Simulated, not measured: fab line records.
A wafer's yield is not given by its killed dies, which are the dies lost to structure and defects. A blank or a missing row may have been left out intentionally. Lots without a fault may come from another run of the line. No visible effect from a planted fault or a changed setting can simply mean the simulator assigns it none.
What tool caused it? -- flow gf180mcu -- 6 lots with 18 wafers sampled at 2 steps, on a route of 602 steps

WHAT EACH GAUGE READ, for each wafer
GF_V5_RS_MEAS_24: measurement is done with a four-point probe.
lot,measured,on,V5_W_RS (ohm/sq)
L612,day 28 12:31,film_metro-01,0.322 0.326 0.330
L614,day 29 04:11,film_metro-04,0.331 0.327 0.328
L622,day 31 13:02,film_metro-02,0.330 0.324 0.325
L626,day 32 15:37,film_metro-01,0.326 0.326 0.331
L628,day 32 23:23,film_metro-01,0.331 0.331 0.322
L630,day 33 05:40,film_metro-02,0.329 0.328 0.333

TOOL THAT RAN EACH LOT (tool first, then ch and the chambers of the sampled wafers, then the start)
lot,GF_V1_STRIP_18
L612,"plasma_asher-01 ch 0,1, day 19 16:50"
L614,"plasma_asher-01 ch 0,1, day 20 11:39"
L622,"plasma_asher-01 ch 0,1, day 23 11:59"
L626,"plasma_asher-01 ch 0,1, day 24 19:05"
L628,"plasma_asher-02 ch 0,1, day 25 09:59"
L630,"plasma_asher-01 ch 0,1, day 25 17:00"
- GF_V1_STRIP_18: strips in O2/N2.

THE ANSWER, worked out from the rows above alone
Rule: the lots themselves supply what counts as usual. The widest of any qualifying gaps counts: lots, ordered by their means at a reading, are off when they make up no more than a third of the lots, leave a main group of 4 or more, and stand apart from it by 3 or more times the standard deviation of that group's means. The tables above print the reading to a certain number of digits; a main group whose means all agree to those digits is not used. A lot without any number at a reading at which 4 lots or more have one is off too. All remaining lots with rows at the step are treated as sound.
No lot is off at any reading shown: from this, nothing can be told.

WHAT WAS PUT IN BY THE SIMULATOR
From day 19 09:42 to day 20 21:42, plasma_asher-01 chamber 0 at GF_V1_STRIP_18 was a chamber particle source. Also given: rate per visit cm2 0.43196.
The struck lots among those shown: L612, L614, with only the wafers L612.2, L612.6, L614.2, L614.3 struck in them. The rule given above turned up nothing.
